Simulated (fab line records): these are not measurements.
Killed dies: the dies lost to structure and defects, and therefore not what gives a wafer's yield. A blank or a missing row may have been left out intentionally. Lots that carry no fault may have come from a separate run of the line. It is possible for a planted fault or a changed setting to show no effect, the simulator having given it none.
Struck lot and sound lot, side by side ; flow sky130 ; 23 steps out of a route of 708
Sound: wafers L940.4, L940.5, L940.6. Struck: wafer L955.1. (L955.3, L955.5 of the same lot were not struck and are left out.) The cause comes at the end.
For every step that has rows: the tool of each side, followed by ch and its chambers, followed by its first start. Under that, the readings that differ: sound wafers ; struck wafers ; difference of the means ; sigmas: that difference in standard deviations of wafers without a fault.
alike: a reading whose means differ by less than 2 such deviations, as well as words and numbers matching on both sides. not compared: withheld readings; readings where some wafer has no value; bounds like >300 that might hide an equal value; numbers whose values overlap and for which the record gives no deviation.
A row with sigmas, a row that says differs or no value, or rows on one side alone: a step with any of these is where the two part. Non-overlapping numbers with no deviation appear without sigmas and do not part them. A reading that every wafer of one side lacks parts them only if that side has two wafers or more.

first, 8 steps without rows for these wafers: SKY_RES_XHIGH_DEHYDRATE_00 (time 60 s); SKY_RES_XHIGH_HMDS_01 (prime time 60 s); SKY_RES_XHIGH_COAT_02 (resist thk 1140 nm); SKY_RES_XHIGH_SOFTBAKE_03 (time 60 s); SKY_RES_XHIGH_EXPOSE_04 (exposes mask URPM, target cd 1270 nm); SKY_RES_XHIGH_PEB_05; SKY_RES_XHIGH_DEVELOP_06 (develop time 60 s); SKY_RES_XHIGH_IMPLANT_07.
SKY_RES_XHIGH_STRIP_08: strips in O2/N2.
  sound on plasmaAsher-04 ch 0,1, day 27 03:07; struck on plasmaAsher-01 ch 0, day 32 03:46
reading;sound;struck;difference;sigmas
rfHoursCounterH (h);- - -;64;no value on the sound wafers;
  alike: drypumpMotorCurrentA, oesProductAu, stripTimeToEndpointS
SKY_RES_XHIGH_TW_MEAS_09:
  sound on filmMetro-02 at day 27 03:13; struck on filmMetro-01 at day 32 03:52
  alike: RES_XHIGH_TW
then, 2 steps without rows for these wafers: SKY_SD_N_DEHYDRATE_00 (time 60 s); SKY_SD_N_HMDS_01 (prime time 60 s).
SKY_SD_N_COAT_02: resist thk 1140 nm.
  sound on lithoTrack-04 ch 0, day 27 17:53; struck on lithoTrack-02 ch 0, day 32 17:49
reading;sound;struck;difference;sigmas
dispensePressureKPa (kPa);47.1 47.1 47.1;53.2;+6.1;+2
model.NOVOLAK_of_SD_N_COAT_02.thkNm (nm);1141 1141 1143;482.1;-659.6;
then, 3 steps without rows for these wafers: SKY_SD_N_SOFTBAKE_03 (time 60 s); SKY_SD_N_EXPOSE_04 (exposes mask NSDM, target cd 380 nm); SKY_SD_N_PEB_05.
SKY_SD_N_DEVELOP_06: develop time 60 s.
  sound on lithoTrack-03 ch 0, day 28 08:13; struck on lithoTrack-04 ch 0, day 33 07:07
reading;sound;struck;difference;sigmas
model.NOVOLAK_of_SD_N_COAT_02.thkNm (nm);1141 1140 1143;481.7;-659.6;
SKY_SD_N_CD_MEAS_07: the cd target is 380 nm.
  sound on cdSem-01 at day 28 08:20; struck on cdSem-02 at day 33 07:16
reading;sound;struck;difference;sigmas
cdNm (nm);380.1 378.6 381.3;473.8;+93.8;+45
SKY_SD_N_OVL_MEAS_08:
  sound on overlay-02 at day 28 08:25; struck on overlay-01 at day 33 07:23
  alike: SD_N_OVL
then, 2 steps without rows for these wafers: SKY_SD_N_IMPLANT_09; SKY_SD_N_IMPLANT_10.
SKY_SD_N_STRIP_11: strips in O2/N2.
  sound on plasmaAsher-02 ch 0,1, day 28 08:46; struck on plasmaAsher-02 ch 1, day 33 07:43
reading;sound;struck;difference;sigmas
oesProductAu (a.u.);0.519 0.530 0.528;0.433;-0.093;-21
rfHoursCounterH (h);- - -;3;no value on the sound wafers;
stripTimeToEndpointS (s);22.57 22.59 22.59;15.06;-7.52;-99 or more
  alike: drypumpMotorCurrentA
SKY_SD_N_TW_MEAS_12:
  sound on filmMetro-02 at day 28 08:52; struck on filmMetro-01 at day 33 07:49
  alike: SD_N_TW

## WHERE THEY PART
At SKY_RES_XHIGH_STRIP_08 first; at SKY_SD_N_STRIP_11 last (within this record only). Later steps at which nothing parts them and some readings are alike: SKY_SD_N_TW_MEAS_12.

WHY: whatever the simulator had introduced
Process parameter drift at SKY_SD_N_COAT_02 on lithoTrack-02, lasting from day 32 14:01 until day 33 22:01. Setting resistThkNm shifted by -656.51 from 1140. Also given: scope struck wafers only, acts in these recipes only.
